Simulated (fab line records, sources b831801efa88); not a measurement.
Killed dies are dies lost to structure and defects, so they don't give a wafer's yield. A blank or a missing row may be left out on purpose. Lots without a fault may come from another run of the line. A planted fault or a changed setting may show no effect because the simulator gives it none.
fab line records | flow sky130 | part 1 of 2: steps 1 to 28 of 40
record lots=5 wafers=15 last_day=49
route steps=708 shown NWELL@78 PWDE@84 VT_ADJUST_HVTP@85 VT_ADJUST_LVTN@97
lots that met no fault: from a run of the same line without faults
start_h: hours from the record's first day to the start of the lot's first wafer shown | wait_h: hours since the lot's step before | " the same as in the row above | L1.1+2: a row that stands for several wafers | - no value, or no start given | * or withheld: withheld | < > ~ a bound
route shown NAME@n: a module of which the file shows steps, and the number in the route of the first | usual: mean/standard deviation of fault-free wafers | same: alike in all rows | chamber/n: place in a boat | sites: the reading at each site | _std_site: their standard deviation | _edge_site: outer sites' mean less inner sites' | radius_mm: how far each site lies from the wafer's centre | mask NAME#n: copy n | behind: the tool/chamber that last shaped the wafer | hold: why the lot was held/for how many hours/how that ended | device: the transistor (n, p or np) that didn't switch | end of line: the same wafers' tests at the end of the route | a step without rows: its recipe alone | killed: dies lost to structure and defects at the first sort, not the wafer's yield | map: a wafer's dies, x killed, . not, _ none there
set.NAME: the setting as run; set.NAME@STEP: as run at that earlier step | model.NAME: the simulator's own value behind a step, which no gauge read
lots at some steps of the route; a table a step, a row a wafer
services: from which hour (start_h, from the record's first day; less than 0 if before it) a tool's chamber was out of use, for how many hours, and why
## steps
# step SKY_NWELL_STRIP_25
# recipe chemistry=O2/N2 power_w=1400 pressure_mtorr=1500 platen_temp_c=withheld o2_flow_sccm=3000 n2_flow_sccm=300 overash_fraction=0.5
# usual drypump_motor_current_A=5.7/0.41 oes_product_au=0.722/0.0041 strip_time_to_endpoint_s=36.93/0.096
# same overash_fraction=0.5
# columns lot.wafer tool chamber start_h wait_h drypump_motor_current_A oes_product_au rf_hours_counter_h strip_time_to_endpoint_s
L074.1 plasma_asher-02 0 104.98 0.1 5.6 0.726 42 36.81
L074.4 " 1 " " 5.6 0.724 - 36.99
L074.5 " 1 " " 5.6 0.720 - 37.00
L087.3 plasma_asher-01 1 182.75 0.1 5.5 0.717 - 37.12
L087.4 " 0 " " 5.3 0.723 - 37.08
L087.6 " 1 " " 5.4 0.720 - 37.09
L088.2 plasma_asher-04 0 189.99 0.1 6.2 0.712 50 36.94
L088.4 " 0 " " 6.2 0.727 - 36.95
L088.5 " 1 " " 6.3 0.720 - 36.85
L090.1 plasma_asher-01 1 207.09 0.1 5.4 0.719 40 36.90
L090.5 " 1 " " 5.5 0.726 - 36.95
L090.6 " 0 " " 5.2 0.713 - 36.87
L093.2 plasma_asher-01 0 224.39 0.1 5.3 0.726 42 36.98
L093.3 " 0 " " 5.3 0.723 - 36.93
L093.4 " 1 " " 5.4 0.728 - 36.92
# step SKY_NWELL_TW_MEAS_26
# usual NWELL_2_TW=493/4.1
# columns lot.wafer tool chamber start_h wait_h NWELL_2_TW
L074.1 film_metro-03 - 105.08 0.1 488
L074.4 " - " " 489
L074.5 " - " " 491
L087.3 film_metro-02 - 182.84 0.1 496
L087.4 " - " " 496
L087.6 " - " " 497
L088.2 film_metro-01 - 190.10 0.1 498
L088.4 " - " " 499
L088.5 " - " " 498
L090.1 film_metro-01 - 207.19 0.1 497
L090.5 " - " " 496
L090.6 " - " " 494
L093.2 film_metro-03 - 224.50 0.1 486
L093.3 " - " " 486
L093.4 " - " " 488
# step SKY_NWELL_CLEAN_27
# recipe chemistry=SC1/SC2 mix=1:4:20 temp_c=70 time_s=150 dry=n2_spin
# columns lot.wafer tool chamber start_h wait_h
L074.1+4+5 wet_bench-02 0 105.14 0.1
L087.3+4+6 wet_bench-04 2 182.88 0.0
L088.2+4+5 wet_bench-04 1 190.15 0.0
L090.1+5+6 wet_bench-04 2 207.25 0.1
L093.2+3+4 wet_bench-01 3 224.55 0.0
# step SKY_NWELL_RTA_28
# recipe temp_c=1050 time_s=30 idle_temp_c=650 ramp_up_c_per_s=150 ramp_down_c_per_s=90 ambient=N2
# usual chamber_o2_ppm=1.998/0.021 lamp_power_pct=25.30/0.052 wafer_temp_C_max=1054.9/1.1
# columns lot.wafer tool chamber start_h wait_h chamber_o2_ppm lamp_power_pct wafer_temp_C_max
L074.1 rtp_anneal-02 0 105.19 0.0 2.002 25.38 1055.2
L074.4 " 0 " " 1.982 25.30 1055.0
L074.5 " 0 " " 2.030 25.26 1054.6
L087.3 rtp_anneal-01 0 182.97 0.0 1.999 25.33 1057.2
L087.4 " 0 " " 1.990 25.31 1055.2
L087.6 " 0 " " 1.982 25.30 1056.0
L088.2 rtp_anneal-02 0 190.22 0.0 2.044 25.34 1057.1
L088.4 " 0 " " 2.046 25.29 1054.8
L088.5 " 0 " " 2.025 25.21 1054.8
L090.1 rtp_anneal-01 0 207.35 0.0 2.016 25.22 1054.8
L090.5 " 0 " " 1.987 25.34 1053.6
L090.6 " 0 " " 2.019 25.32 1053.9
L093.2 rtp_anneal-01 0 224.63 0.0 1.950 25.31 1053.9
L093.3 " 0 " " 2.016 25.29 1055.3
L093.4 " 0 " " 1.984 25.35 1055.3
# step SKY_NWELL_RS_MEAS_29
# recipe thk_meas_gauge=four-point-probe
# usual NWELL_RS=626.9/1.6
# columns lot.wafer tool chamber start_h wait_h NWELL_RS[ohm/sq]
L074.1 film_metro-01 - 105.29 0.1 628.6
L074.4 " - " " 629.2
L074.5 " - " " 628.2
L087.3 film_metro-03 - 183.07 0.1 625.1
L087.4 " - " " 625.8
L087.6 " - " " 625.2
L088.2 film_metro-03 - 190.32 0.1 624.6
L088.4 " - " " 625.8
L088.5 " - " " 626.9
L090.1 film_metro-01 - 207.45 0.1 628.3
L090.5 " - " " 627.0
L090.6 " - " " 627.4
L093.2 film_metro-02 - 224.82 0.2 628.6
L093.3 " - " " 630.4
L093.4 " - " " 628.3
# step SKY_NWELL_RS_MEAS_31
# recipe thk_meas_gauge=four-point-probe
# usual PWDE_RS=5280/19
# columns lot.wafer tool chamber start_h wait_h PWDE_RS[ohm/sq]
L074.1 film_metro-01 - 105.53 0.1 5319
L074.4 " - " " 5303
L074.5 " - " " 5321
L087.3 film_metro-03 - 183.31 0.1 5255
L087.4 " - " " 5267
L087.6 " - " " 5249
L088.2 film_metro-03 - 190.56 0.1 5288
L088.4 " - " " 5282
L088.5 " - " " 5303
L090.1 film_metro-01 - 207.69 0.1 5275
L090.5 " - " " 5271
L090.6 " - " " 5281
L093.2 film_metro-02 - 225.06 0.1 5292
L093.3 " - " " 5289
L093.4 " - " " 5307
# step SKY_VT_ADJUST_HVTP_DEHYDRATE_00
# recipe temp_c=200 time_s=60
# usual plate_temp_C=200.03/0.16
# columns lot.wafer tool chamber start_h wait_h plate_temp_C
L074.1 litho_track-01 0 114.44 8.9 200.04
L074.4 " 0 " " 199.98
L074.5 " 0 " " 199.94
L087.3 litho_track-04 0 193.23 9.9 199.95
L087.4 " 0 " " 200.02
L087.6 " 0 " " 199.99
L088.2 litho_track-02 0 201.01 10.4 199.77
L088.4 " 0 " " 200.24
L088.5 " 0 " " 199.83
L090.1 litho_track-04 0 218.23 10.5 200.15
L090.5 " 0 " " 200.02
L090.6 " 0 " " 200.17
L093.2 litho_track-02 0 235.61 10.5 200.01
L093.3 " 0 " " 200.00
L093.4 " 0 " " 200.08
# step SKY_VT_ADJUST_HVTP_HMDS_01
# recipe prime_time_s=60 prime_temp_c=120
# usual prime_temp_c=120.00/0.13
# columns lot.wafer tool chamber start_h wait_h prime_temp_c
L074.1 litho_track-01 0 114.59 0.1 119.92
L074.4 " 0 " " 120.03
L074.5 " 0 " " 120.08
L087.3 litho_track-04 0 193.38 0.1 120.04
L087.4 " 0 " " 119.89
L087.6 " 0 " " 119.99
L088.2 litho_track-02 0 201.16 0.1 119.87
L088.4 " 0 " " 119.67
L088.5 " 0 " " 119.84
L090.1 litho_track-04 0 218.38 0.1 120.06
L090.5 " 0 " " 120.04
L090.6 " 0 " " 120.36
L093.2 litho_track-02 0 235.76 0.1 120.12
L093.3 " 0 " " 120.10
L093.4 " 0 " " 120.01
# step SKY_VT_ADJUST_HVTP_COAT_02
# recipe resist=NOVOLAK spin_rpm=3000 resist_thk_nm=1156
# columns lot.wafer tool chamber start_h wait_h
L074.1+4+5 litho_track-01 0 114.74 0.1
L087.3+4+6 litho_track-04 0 193.53 0.1
L088.2+4+5 litho_track-02 0 201.31 0.1
L090.1+5+6 litho_track-04 0 218.53 0.1
L093.2+3+4 litho_track-02 0 235.91 0.1
# step SKY_VT_ADJUST_HVTP_SOFTBAKE_03
# recipe temp_c=90 time_s=60 resist=NOVOLAK
# usual plate_temp_C=89.98/0.12
# columns lot.wafer tool chamber start_h wait_h plate_temp_C
L074.1 litho_track-01 0 114.89 0.1 89.93
L074.4 " 0 " " 90.00
L074.5 " 0 " " 90.11
L087.3 litho_track-04 0 193.68 0.1 90.14
L087.4 " 0 " " 90.05
L087.6 " 0 " " 90.10
L088.2 litho_track-02 0 201.46 0.1 89.82
L088.4 " 0 " " 90.02
L088.5 " 0 " " 90.03
L090.1 litho_track-04 0 218.68 0.1 89.86
L090.5 " 0 " " 89.96
L090.6 " 0 " " 89.94
L093.2 litho_track-02 0 236.06 0.1 89.79
L093.3 " 0 " " 89.98
L093.4 " 0 " " 90.00
# step SKY_VT_ADJUST_HVTP_EXPOSE_04
# recipe mask_id=HVTPM na=0.6 source_shape=conventional sigma_outer=0.6 polarization=unpolarized target_cd_nm=380 dose_mj=140
# columns lot.wafer tool chamber start_h wait_h mask
L074.1+4+5 iline_stepper-01 0 - - HVTPM#0
L087.3+4+6 iline_stepper-02 0 - - HVTPM#0
L088.2+4+5 iline_stepper-02 0 - - HVTPM#0
L090.1+5+6 iline_stepper-02 0 - - HVTPM#0
L093.2+3+4 iline_stepper-01 0 - - HVTPM#0
# step SKY_VT_ADJUST_HVTP_PEB_05
# recipe temp_c=withheld time_s=* resist=NOVOLAK
# columns lot.wafer tool chamber start_h wait_h
L074.1+4+5 litho_track-04 0 - -
L087.3+4+6 litho_track-04 0 - -
L088.2+4+5 litho_track-02 0 - -
L090.1+5+6 litho_track-02 0 - -
L093.2+3+4 litho_track-04 0 - -
# step SKY_VT_ADJUST_HVTP_DEVELOP_06
# recipe resist=NOVOLAK developer=TMAH develop_time_s=60 dev_temp_c=23
# columns lot.wafer tool chamber start_h wait_h
L074.1+4+5 litho_track-04 0 123.58 0.1
L087.3+4+6 litho_track-04 0 204.38 0.1
L088.2+4+5 litho_track-02 0 211.71 0.1
L090.1+5+6 litho_track-02 0 229.44 0.1
L093.2+3+4 litho_track-04 0 248.16 0.1
# step SKY_VT_ADJUST_HVTP_CD_MEAS_07
# recipe target_cd_nm=380
# usual cd_nm=380.4/2.2
# columns lot.wafer tool chamber start_h wait_h cd_nm
L074.1 cd_sem-01 - 123.73 0.1 382.5
L074.4 " - " " 383.2
L074.5 " - " " 379.7
L087.3 cd_sem-02 - 204.52 0.1 383.6
L087.4 " - " " 381.7
L087.6 " - " " 380.8
L088.2 cd_sem-02 - 211.86 0.1 381.5
L088.4 " - " " 381.6
L088.5 " - " " 382.0
L090.1 cd_sem-01 - 229.59 0.1 378.0
L090.5 " - " " 379.6
L090.6 " - " " 380.0
L093.2 cd_sem-01 - 248.30 0.1 379.7
L093.3 " - " " 377.4
L093.4 " - " " 378.7
# step SKY_VT_ADJUST_HVTP_OVL_MEAS_08
# usual VT_ADJUST_HVTP_OVL=-1.1/1.3
# columns lot.wafer tool chamber start_h wait_h VT_ADJUST_HVTP_OVL[nm]
L074.1 overlay-02 - 123.85 0.1 -2.9
L074.4 " - " " -0.7
L074.5 " - " " -1.8
L087.3 overlay-02 - 204.62 0.1 -2.6
L087.4 " - " " -2.1
L087.6 " - " " -3.0
L088.2 overlay-02 - 211.96 0.1 -2.1
L088.4 " - " " -3.2
L088.5 " - " " -1.2
L090.1 overlay-01 - 229.71 0.1 0.3
L090.5 " - " " -0.1
L090.6 " - " " 0.5
L093.2 overlay-02 - 248.41 0.1 0.6
L093.3 " - " " -0.4
L093.4 " - " " 0.9
# step SKY_VT_ADJUST_HVTP_IMPLANT_09
# recipe species=As energy_kev=150 dose_cm2=4.3e+12 tilt_deg=withheld
# columns lot.wafer tool chamber start_h wait_h
L074.1+4+5 implanter-03 0 123.89 0.0
L087.3+4+6 implanter-01 0 204.69 0.1
L088.2+4+5 implanter-04 0 212.02 0.0
L090.1+5+6 implanter-04 0 229.74 0.0
L093.2+3+4 implanter-04 0 248.47 0.0
# step SKY_VT_ADJUST_HVTP_STRIP_10
# recipe chemistry=O2/N2 power_w=1400 pressure_mtorr=1500 platen_temp_c=withheld o2_flow_sccm=3000 n2_flow_sccm=300 overash_fraction=0.5
# usual drypump_motor_current_A=6.1/0.4 oes_product_au=0.715/0.0045 strip_time_to_endpoint_s=14.33/0.048
# same overash_fraction=0.5
# columns lot.wafer tool chamber start_h wait_h drypump_motor_current_A oes_product_au rf_hours_counter_h strip_time_to_endpoint_s
L074.1 plasma_asher-03 0 124.04 0.1 5.7 0.710 43 14.29
L074.4 " 1 " " 6.6 0.713 - 14.28
L074.5 " 0 " " 5.7 0.711 - 14.27
L087.3 plasma_asher-02 0 204.82 0.1 5.6 0.710 - 14.36
L087.4 " 1 " " 5.6 0.719 - 14.40
L087.6 " 1 " " 5.6 0.717 - 14.36
L088.2 plasma_asher-03 1 212.14 0.1 6.6 0.717 51 14.38
L088.4 " 0 " " 5.7 0.712 - 14.34
L088.5 " 0 " " 5.7 0.714 - 14.36
L090.1 plasma_asher-03 1 229.89 0.1 6.7 0.709 53 14.38
L090.5 " 1 " " 6.7 0.712 - 14.39
L090.6 " 0 " " 5.7 0.716 - 14.41
L093.2 plasma_asher-04 1 248.59 0.1 6.3 0.712 55 14.33
L093.3 " 0 " " 6.3 0.719 - 14.36
L093.4 " 1 " " 6.3 0.717 - 14.40
# step SKY_VT_ADJUST_HVTP_TW_MEAS_11
# usual VT_ADJUST_HVTP_TW=1352/18
# columns lot.wafer tool chamber start_h wait_h VT_ADJUST_HVTP_TW
L074.1 film_metro-03 - 124.14 0.1 1335
L074.4 " - " " 1336
L074.5 " - " " 1340
L087.3 film_metro-02 - 204.91 0.1 1366
L087.4 " - " " 1363
L087.6 " - " " 1353
L088.2 film_metro-04 - 212.25 0.1 1384
L088.4 " - " " 1379
L088.5 " - " " 1381
L090.1 film_metro-03 - 229.99 0.1 1339
L090.5 " - " " 1326
L090.6 " - " " 1327
L093.2 film_metro-02 - 248.70 0.1 1352
L093.3 " - " " 1348
L093.4 " - " " 1352
# step SKY_VT_ADJUST_LVTN_DEHYDRATE_00
# recipe temp_c=200 time_s=60
# usual plate_temp_C=199.98/0.14
# columns lot.wafer tool chamber start_h wait_h plate_temp_C
L074.1 litho_track-04 0 133.23 9.1 200.11
L074.4 " 0 " " 199.87
L074.5 " 0 " " 199.87
L087.3 litho_track-04 0 214.73 9.8 200.19
L087.4 " 0 " " 200.26
L087.6 " 0 " " 200.16
L088.2 litho_track-02 0 223.16 10.9 200.01
L088.4 " 0 " " 200.03
L088.5 " 0 " " 200.14
L090.1 litho_track-02 0 241.04 11.0 199.88
L090.5 " 0 " " 200.07
L090.6 " 0 " " 200.24
L093.2 litho_track-03 0 260.13 11.4 199.85
L093.3 " 0 " " 200.08
L093.4 " 0 " " 199.81
# step SKY_VT_ADJUST_LVTN_HMDS_01
# recipe prime_time_s=60 prime_temp_c=120
# usual prime_temp_c=120.01/0.14
# columns lot.wafer tool chamber start_h wait_h prime_temp_c
L074.1 litho_track-04 0 133.38 0.1 120.15
L074.4 " 0 " " 120.18
L074.5 " 0 " " 120.21
L087.3 litho_track-04 0 214.88 0.1 119.96
L087.4 " 0 " " 119.73
L087.6 " 0 " " 119.91
L088.2 litho_track-02 0 223.31 0.1 119.95
L088.4 " 0 " " 120.02
L088.5 " 0 " " 119.99
L090.1 litho_track-02 0 241.19 0.1 120.12
L090.5 " 0 " " 119.90
L090.6 " 0 " " 119.76
L093.2 litho_track-03 0 260.28 0.1 120.07
L093.3 " 0 " " 120.06
L093.4 " 0 " " 120.12
# step SKY_VT_ADJUST_LVTN_COAT_02
# recipe spin_rpm=2000 resist_thk_nm=3000
# columns lot.wafer tool chamber start_h wait_h
L074.1+4+5 litho_track-04 0 133.53 0.1
L087.3+4+6 litho_track-04 0 215.03 0.1
L088.2+4+5 litho_track-02 0 223.46 0.1
L090.1+5+6 litho_track-02 0 241.34 0.1
L093.2+3+4 litho_track-03 0 260.43 0.1
# step SKY_VT_ADJUST_LVTN_SOFTBAKE_03
# recipe temp_c=110 time_s=withheld
# usual plate_temp_C=109.98/0.13
# columns lot.wafer tool chamber start_h wait_h plate_temp_C
L074.1 litho_track-04 0 133.68 0.1 109.76
L074.4 " 0 " " 109.82
L074.5 " 0 " " 109.86
L087.3 litho_track-04 0 215.20 0.1 109.94
L087.4 " 0 " " 110.11
L087.6 " 0 " " 110.04
L088.2 litho_track-02 0 223.62 0.1 110.10
L088.4 " 0 " " 110.06
L088.5 " 0 " " 110.08
L090.1 litho_track-02 0 241.49 0.1 110.04
L090.5 " 0 " " 110.05
L090.6 " 0 " " 110.13
L093.2 litho_track-03 0 260.59 0.1 110.06
L093.3 " 0 " " 110.15
L093.4 " 0 " " 110.15
# step SKY_VT_ADJUST_LVTN_EXPOSE_04
# recipe mask_id=NWM_COMPLEMENT_LESS_NATIVE na=0.6 source_shape=conventional sigma_outer=0.6 polarization=unpolarized target_cd_nm=840 dose_mj=190.4
# columns lot.wafer tool chamber start_h wait_h mask
L074.1+4+5 iline_stepper-02 0 - - NWM_COMPLEMENT_LESS_NATIVE#0
L087.3+4+6 iline_stepper-01 0 - - NWM_COMPLEMENT_LESS_NATIVE#0
L088.2+4+5 iline_stepper-01 0 - - NWM_COMPLEMENT_LESS_NATIVE#0
L090.1+5+6 iline_stepper-01 0 - - NWM_COMPLEMENT_LESS_NATIVE#0
L093.2+3+4 iline_stepper-02 0 - - NWM_COMPLEMENT_LESS_NATIVE#0
# step SKY_VT_ADJUST_LVTN_PEB_05
# recipe temp_c=115 time_s=withheld
# usual plate_temp_C=114.98/0.12
# columns lot.wafer tool chamber start_h wait_h plate_temp_C
L074.1 litho_track-02 0 - - 115.09
L074.4 " 0 " " 115.07
L074.5 " 0 " " 114.96
L087.3 litho_track-04 0 - - 114.90
L087.4 " 0 " " 114.88
L087.6 " 0 " " 114.92
L088.2 litho_track-04 0 - - 114.78
L088.4 " 0 " " 114.96
L088.5 " 0 " " 114.96
L090.1 litho_track-03 0 - - 115.16
L090.5 " 0 " " 114.94
L090.6 " 0 " " 114.87
L093.2 litho_track-03 0 - - 115.16
L093.3 " 0 " " 115.25
L093.4 " 0 " " 115.04
# step SKY_VT_ADJUST_LVTN_DEVELOP_06
# recipe wall_angle_deg=90 developer=TMAH develop_time_s=60 dev_temp_c=23
# columns lot.wafer tool chamber start_h wait_h
L074.1+4+5 litho_track-02 0 - -
L087.3+4+6 litho_track-04 0 - -
L088.2+4+5 litho_track-04 0 - -
L090.1+5+6 litho_track-03 0 - -
L093.2+3+4 litho_track-03 0 - -
# step SKY_VT_ADJUST_LVTN_OVL_MEAS_07
# usual VT_ADJUST_LVTN_OVL=0.5/1.8
# columns lot.wafer tool chamber start_h wait_h VT_ADJUST_LVTN_OVL[nm]
L074.1 overlay-01 - 143.34 - 0.3
L074.4 " - " " -0.3
L074.5 " - " " 0.0
L087.3 overlay-01 - 226.85 - 2.5
L087.4 " - " " 2.6
L087.6 " - " " 2.8
L088.2 overlay-01 - 234.64 - 0.0
L088.4 " - " " 2.5
L088.5 " - " " 1.5
L090.1 overlay-01 - 253.50 - 2.1
L090.5 " - " " 3.1
L090.6 " - " " 4.7
L093.2 overlay-01 - 273.01 - 2.4
L093.3 " - " " 0.8
L093.4 " - " " 1.3
# step SKY_VT_ADJUST_LVTN_IMPLANT_08
# recipe species=B energy_kev=30 dose_cm2=1.57e+12 tilt_deg=withheld
# columns lot.wafer tool chamber start_h wait_h
L074.1+4+5 implanter-02 0 143.37 0.0
L087.3+4+6 implanter-01 0 226.92 0.1
L088.2+4+5 implanter-01 0 234.70 0.0
L090.1+5+6 implanter-04 0 253.54 0.0
L093.2+3+4 implanter-01 0 273.06 0.0
# step SKY_VT_ADJUST_LVTN_STRIP_09
# recipe chemistry=O2/N2 power_w=1400 pressure_mtorr=1500 platen_temp_c=withheld o2_flow_sccm=3000 n2_flow_sccm=300 overash_fraction=0.5
# usual drypump_motor_current_A=5.7/0.4 oes_product_au=0.722/0.0039 strip_time_to_endpoint_s=36.95/0.11
# same overash_fraction=0.5
# columns lot.wafer tool chamber start_h wait_h drypump_motor_current_A oes_product_au rf_hours_counter_h strip_time_to_endpoint_s
L074.1 plasma_asher-02 1 143.52 0.1 5.7 0.720 3 36.99
L074.4 " 1 " " 5.6 0.723 - 36.97
L074.5 " 1 " " 5.6 0.720 - 36.85
L087.3 plasma_asher-03 1 227.05 0.1 6.7 0.722 - 37.10
L087.4 " 0 " " 5.7 0.721 - 37.11
L087.6 " 0 " " 5.7 0.725 - 37.18
L088.2 plasma_asher-03 0 234.82 0.1 5.7 0.722 54 36.84
L088.4 " 0 " " 5.7 0.725 - 36.97
L088.5 " 0 " " 5.7 0.722 - 36.94
L090.1 plasma_asher-01 1 253.69 0.1 5.5 0.727 45 36.93
L090.5 " 1 " " 5.4 0.726 - 36.94
L090.6 " 0 " " 5.3 0.723 - 36.98
L093.2 plasma_asher-03 0 273.19 0.1 5.7 0.723 57 36.99
L093.3 " 0 " " 5.7 0.722 - 36.89
L093.4 " 1 " " 6.7 0.718 - 36.90
